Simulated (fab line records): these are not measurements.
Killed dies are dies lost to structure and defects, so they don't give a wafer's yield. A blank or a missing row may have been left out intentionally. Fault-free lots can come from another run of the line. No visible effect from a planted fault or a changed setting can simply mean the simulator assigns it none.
Problem report, 8D (eight disciplines) form, completed by code    flow sky130    the parts of the form that need people (team, actions taken, sign-off) are left out

1. THE ISSUE
At SKY_PAD_OPEN_PROBE_99, killed at other averages 37.5 over 6 wafers from 2 lots, while fault-free wafers read 0.4, standard deviation 0.64. Relative to the usual mean, that is a shift of +58 standard deviations.
First seen on wafer L347.1, day 50 11:22, on prober-02. Wafers with a number at this step in the record: 9, from 3 lots. The rule behind "out" and "out of limits": a value lying over 4 standard deviations away from the usual mean. The rest of the wafers with a number are treated as sound.

2. WHAT IT IS, WHAT IT ISN'T
question                     is                      is not
which readings at this step  killed at other         killed at contacts, killed at front end, killed open, killed short
which lots                   L347, L351              L348
which wafers of those lots   all that have a number  -
read on which tools          prober-01, prober-02    -
when                         from day 50 11:22       up to then (3 sound wafers)

3. WHAT RULES OUT EACH SUSPECT
Counting: a tool at any process step up to the reading remains a suspect when it ran all the lots that are out and ran no sound lot after the first of those.
- pecvd-02 at SKY_CAPM_CVD_00 (deposits SiO2, target thk 15.5 nm): kept. It ran every lot that is out, first L347 (day 42 11:02), and no sound lot after that.
After counting, what remains is pecvd-02 at SKY_CAPM_CVD_00.

4. THE CAUSE (what the simulator had put in)
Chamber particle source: pecvd-02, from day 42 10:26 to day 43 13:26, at SKY_CAPM_CVD_00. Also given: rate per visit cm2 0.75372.
After counting, this tool was the only one left.

5. THE EFFECT CHAIN, in route order
Each row: a reading whose mean over the struck wafers that have a number lies more than 3 standard deviations from the usual. Readings are gone through only where the record gives a usual standard deviation; hours: the median, over the lots, of the time from a lot's start at the first step in this table giving one to that lot's start at this step; sigmas: the change measured in usual standard deviations.
hours  step                   reading               usual   on struck wafers  change  sigmas
0      SKY_PAD_OPEN_PROBE_99  defect limited yield  82.5 %  76.1              -6.4    -3.4
0      SKY_PAD_OPEN_PROBE_99  killed at other       0.4     37.5              +37.1   +58
0      SKY_PAD_OPEN_PROBE_99  killed dies           86      118               +32     +3.4
0      SKY_PAD_OPEN_PROBE_99  sort_bin_3_pad_short  0.9 %   2.5               +1.6    +4.2
0      SKY_PAD_OPEN_PROBE_99  sort_bin_5_function   10.3 %  14.5              +4.2    +3.0
0      SKY_PAD_OPEN_PROBE_99  sort n pass           406     374               -32     -3.4
0      SKY_PAD_OPEN_PROBE_99  sort yield pct        82.5 %  76.1              -6.4    -3.4
It contains these process steps:
- SKY_PAD_OPEN_PROBE_99

6. HOW IT WOULD HAVE BEEN CAUGHT EARLIER
The fault began at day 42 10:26; the first out-of-limits reading in this record came at day 50 11:22, 193 hours later.
Of the tool readings at SKY_CAPM_CVD_00 for which the record gives a usual standard deviation, none was out on any struck wafer, so an alarm limit of 4 standard deviations on them would not have fired.
Each of the lots that are out, 2 in all, had begun SKY_CAPM_CVD_00 on pecvd-02 no later than day 50 11:22. Had the tool been put on hold then, not one of them would have been saved.
